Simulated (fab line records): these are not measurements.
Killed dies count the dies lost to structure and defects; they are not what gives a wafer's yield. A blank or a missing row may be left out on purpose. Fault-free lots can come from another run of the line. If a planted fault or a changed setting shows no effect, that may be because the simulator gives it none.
One fault through the eyes of 2 desks / flow gf180mcu / numbers are kept per desk, each desk with only its own; the story behind them comes last

## FROM THE METROLOGY DESK
What the gauges read, lot by lot, whatever tool the lot ran on: means of the sampled wafers that have a number. Marked OUT: a lot whose mean sits more than 4 standard deviations from the usual mean, which makes it out of limits; the brackets give that distance.
Columns: A = cd-nm at GF_V2_CD_MEAS_14, usual 260.0 nm; B = M3_OVL at GF_M3_OVL_MEAS_15, usual -3 nm; C = V3_CVD_00_THK at GF_V3_THK_MEAS_01, usual 598 nm
lot=L300; first seen here=day 20 11:19; A=260.6; B=-7; C=600
lot=L301; first seen here=day 20 11:33; A=258.6; B=-4; C=601
lot=L302; first seen here=day 21 04:25; A=259.4; B=6; C=602
lot=L303; first seen here=day 21 08:10; A=259.0; B=-2; C=611
lot=L304; first seen here=day 21 20:46; A=259.0; B=-3; C=598
lot=L305; first seen here=day 22 05:48; A=259.7; B=-1; C=597
lot=L309; first seen here=day 23 19:31; A=261.2; B=3; C=595
lot=L314; first seen here=day 25 08:01; A=258.0; B=-2; C=569 (-4.5) OUT
lot=L318; first seen here=day 26 10:30; A=259.1; B=-3; C=603
lot=L320; first seen here=day 27 04:40; A=261.6; B=1; C=597
lot=L321; first seen here=day 27 11:28; A=261.3; B=-1; C=595
lot=L322; first seen here=day 27 20:19; A=260.8; B=-8; C=597
lot=L323; first seen here=day 28 06:40; A=260.8; B=-2; C=595
This desk's result: L314 out of limits, first on L314 (V3_CVD_00_THK at GF_V3_THK_MEAS_01), day 26 07:50. Within limits: L300, L301, L302, L303, L304, L305, L309, L318, L320, L321, L322, L323.

## DESK OF THE TOOL OWNER: hdpcvd-01
The tool's own readings at GF_V3_CVD_00 (deposits SiO2, target thk 600 nm, time 100 s): means of the sampled wafers that have a number, for each lot that ran on this tool. Marked OUT: a lot whose mean sits more than 4 standard deviations from the usual mean, which makes it out of limits; the brackets give that distance.
Columns: A = sih4-flow-sccm at GF_V3_CVD_00, usual 60.02 sccm
lot=L300; first seen here=day 21 14:15; A=59.86
lot=L303; first seen here=day 22 09:45; A=60.08
lot=L305; first seen here=day 23 07:27; A=60.10
lot=L314; first seen here=day 26 07:46; A=57.16 (-15) OUT
lot=L322; first seen here=day 28 18:32; A=59.98
This desk finds L314 out of limits, L314 being first, at day 26 07:46 (sih4-flow-sccm at GF_V3_CVD_00). Within limits: L300, L303, L305, L322.

## TAKEN TOGETHER
The tool owner's desk could have raised an alarm at day 26 07:46, on L314.
On L314, the metrology desk was in a position to raise an alarm at day 26 07:50.
Of the lots named, all ran GF_V3_CVD_00 on hdpcvd-01.

## WHAT THE SIMULATOR HAD PUT IN
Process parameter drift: hdpcvd-01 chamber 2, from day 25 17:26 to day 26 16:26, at GF_V3_CVD_00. The setting sih4-flow-sccm was moved by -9, starting from 60. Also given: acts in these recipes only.
Struck lots among those shown: L314.
Time in hours from fault onset to the first out-of-limits reading at each desk: tool owner's desk 14, metrology desk 14.
